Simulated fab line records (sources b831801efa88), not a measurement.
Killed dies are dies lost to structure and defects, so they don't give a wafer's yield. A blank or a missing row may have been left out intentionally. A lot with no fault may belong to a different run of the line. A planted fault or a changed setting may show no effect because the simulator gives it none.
Which of the tools did it? -- flow gf180mcu -- 11 lots, 33 wafers sampled, at 5 steps of a route of 602

== WHAT THE GAUGES READ, wafer by wafer ==
GF_M4_CD_MEAS_14 targets a cd of 280 nm. Usual: cd nm at 280.3 nm, with a standard deviation of 0.99.
lot,measured,on,cd nm (nm),flag
L856,day 24 16:40,cd sem-02,280.7 279.4 281.1,
L857,day 24 17:19,cd sem-01,278.9 278.2 278.2,
L858,day 25 10:01,cd sem-01,281.7 282.3 281.9,
L859,day 25 11:35,cd sem-01,281.1 278.5 279.9,
L860,day 25 19:07,cd sem-01,281.0 280.1 279.3,
L867,day 27 17:01,cd sem-02,302.2 302.0 301.4,OFF
L868,day 28 03:22,cd sem-01,297.1 298.2 297.2,OFF
L870,day 28 15:45,cd sem-01,280.8 280.4 280.9,
L874,day 29 09:09,cd sem-01,279.7 280.6 280.2,
L875,day 29 23:55,cd sem-01,280.7 281.6 281.5,
L876,day 30 05:11,cd sem-01,280.4 280.3 280.2,

== WHICH TOOL RAN EACH LOT (tool, then ch and the chambers of the sampled wafers, then the start) ==
lot,GF_V3_CMP_04,GF_V3_ETCH_16,GF_M4_SPUTTER_00,GF_M4_SOFTBAKE_10
L856,"cmp-02 ch 0,1,2, day 22 17:47","rie diel-03 ch 0,1,2, day 23 16:47","pvd sputter-03, day 23 18:14","litho track-02 ch 0, day 24 05:41"
L857,"cmp-02 ch 1,2,3, day 22 18:10","rie diel-03 ch 0,2,3, day 23 17:26","pvd sputter-01, day 23 18:47","litho track-02 ch 0, day 24 06:35"
L858,"cmp-02 ch 1,2,3, day 23 12:09","rie diel-02 ch 0,1,2, day 24 10:26","pvd sputter-02, day 24 11:47","litho track-01 ch 0, day 24 22:49"
L859,"cmp-02 ch 2,3, day 23 13:17","rie diel-02 ch 1,3, day 24 11:50","pvd sputter-01, day 24 13:11","litho track-01 ch 0, day 25 00:38"
L860,"cmp-02 ch 0,2,3, day 23 22:37","rie diel-02 ch 0,1,2, day 24 20:31","pvd sputter-01, day 24 21:52","litho track-01 ch 0, day 25 09:13"
L867,"cmp-02 ch 0,1,2, day 25 22:31","rie diel-04 ch 0,2, day 26 19:59","pvd sputter-03, day 26 21:20","litho track-02 ch 0, day 27 07:26"
L868,"cmp-02 ch 0,1,2, day 26 10:08","rie diel-04 ch 0,3, day 27 06:28","pvd sputter-02, day 27 07:57","litho track-02 ch 0, day 27 17:50"
L870,"cmp-02 ch 0,3, day 26 21:34","rie diel-02 ch 0,1, day 27 18:28","pvd sputter-01, day 27 19:55","litho track-01 ch 0, day 28 06:07"
L874,"cmp-02 ch 0,1,3, day 27 16:29","rie diel-04 ch 1,3, day 28 12:11","pvd sputter-01, day 28 13:34","litho track-03 ch 0, day 28 23:56"
L875,"cmp-02 ch 1,2,3, day 28 07:00","rie diel-03 ch 0,1, day 29 03:32","pvd sputter-03, day 29 05:02","litho track-03 ch 0, day 29 14:08"
L876,"cmp-02 ch 1,2,3, day 28 12:50","rie diel-02 ch 0,1,3, day 29 08:40","pvd sputter-02, day 29 10:03","litho track-03 ch 0, day 29 20:16"
- GF_V3_CMP_04: polishes SiO2.
- GF_V3_ETCH_16: etches BARC in N2/H2.
- GF_M4_SPUTTER_00: material Ti, target thk 37.5 nm, time 147.8 s.
- GF_M4_SOFTBAKE_10: time 60 s.

== AS READ BY THE TOOLS THEMSELVES (means over the sampled wafers that have a number; for cases with no such wafer, the mark the record gives instead) ==
GF_V3_CMP_04. Usual: motor current A 12.8 A, standard deviation 0.86; time to endpoint s 81 s, standard deviation 5.
lot,tool,motor current A (A),time to endpoint s (s),flag
L856,cmp-02,12.8,86,
L857,cmp-02,13.5,82,
L858,cmp-02,13.1,80,
L859,cmp-02,13.6,78,
L860,cmp-02,12.7,76,
L867,cmp-02,13.2,80,
L868,cmp-02,12.7,86,
L870,cmp-02,12.4,76,
L874,cmp-02,12.9,78,
L875,cmp-02,13.7,84,
L876,cmp-02,13.0,82,

GF_V3_ETCH_16. Usual: drypump motor current A 5.7 A, standard deviation 0.51; oes product au 0.855 a.u., standard deviation 0.0044; throttle valve pct 13.225 %, standard deviation 0.0089.
lot,tool,drypump motor current A (A),oes product au (a.u.),throttle valve pct (%),flag
L856,rie diel-03,5.8,0.857,13.225,
L857,rie diel-03,5.9,0.852,13.222,
L858,rie diel-02,5.2,0.856,13.220,
L859,rie diel-02,5.1,0.856,13.228,
L860,rie diel-02,5.2,0.859,13.224,
L867,rie diel-04,5.9,0.854,13.221,
L868,rie diel-04,6.2,0.856,13.227,
L870,rie diel-02,4.9,0.856,13.228,
L874,rie diel-04,6.2,0.858,13.230,
L875,rie diel-03,5.4,0.859,13.223,
L876,rie diel-02,5.0,0.860,13.239,

GF_M4_SPUTTER_00. Usual: throttle valve pct at 30.0 %, with a standard deviation of 1.2.
lot,tool,throttle valve pct (%),flag
L856,pvd sputter-03,29.6,
L857,pvd sputter-01,29.7,
L858,pvd sputter-02,30.1,
L859,pvd sputter-01,29.1,
L860,pvd sputter-01,29.7,
L867,pvd sputter-03,29.6,
L868,pvd sputter-02,30.9,
L870,pvd sputter-01,29.3,
L874,pvd sputter-01,29.6,
L875,pvd sputter-03,29.7,
L876,pvd sputter-02,30.4,

GF_M4_SOFTBAKE_10. Usual: heater power total W 93.05 W, standard deviation 0.06; plate temp C 129.97 C, standard deviation 0.14.
lot,tool,heater power total W (W),plate temp C (C),flag
L856,litho track-02,93.04,130.02,
L857,litho track-02,93.02,129.92,
L858,litho track-01,93.10,129.88,
L859,litho track-01,93.10,129.92,
L860,litho track-01,93.09,129.81,
L867,litho track-02,83.02,119.20,OFF
L868,litho track-02,82.99,119.42,OFF
L870,litho track-01,93.06,129.90,
L874,litho track-03,93.06,129.92,
L875,litho track-03,93.06,130.04,
L876,litho track-03,93.05,129.95,

== THE ANSWER, worked out from the rows above alone ==
Rule: a lot is off if the mean of its wafers that have a number lies more than 3 standard deviations from the usual mean. A lot without any number at a reading at which 4 lots or more have one is off too. Any other lot the step has rows for is counted as sound. Order of review: gauges by route order, followed by the tools' own readings, for which a lot's mean as printed above is used. The first step at which some lot is off is used, and at that step the reading that is off furthest; a lot without a number counts as furthest.
Off: L867, L868, at GF_M4_CD_MEAS_14 (cd nm).
A tool fits if, at a process step before that reading, it ran every lot that is off, and no sound lot after the first of them. The gauges at GF_M4_CD_MEAS_14 aren't tried: what is off there is off at GF_M4_SOFTBAKE_10 too, on other tools, and a gauge's error can't cause that. One fits: litho track-02 at GF_M4_SOFTBAKE_10. Its last sound lot is L857 (day 24 06:35), its first lot that is off L867 (day 27 07:26): a fault that began between those two fits.
The tool's own readings at GF_M4_SOFTBAKE_10 bear it out: on the lots that are off they differ by more than 5 times the standard deviation of the sound lots' means. heater power total W reads 83.00 W there against 93.06 W on the sound lots; plate temp C reads 119.31 C there against 129.93 C on the sound lots.

== WHAT WAS PUT IN BY THE SIMULATOR ==
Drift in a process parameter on litho track-02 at GF_M4_SOFTBAKE_10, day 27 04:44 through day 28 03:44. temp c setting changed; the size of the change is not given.
Struck lots among those shown: L867, L868. The rule given above showed the same thing.
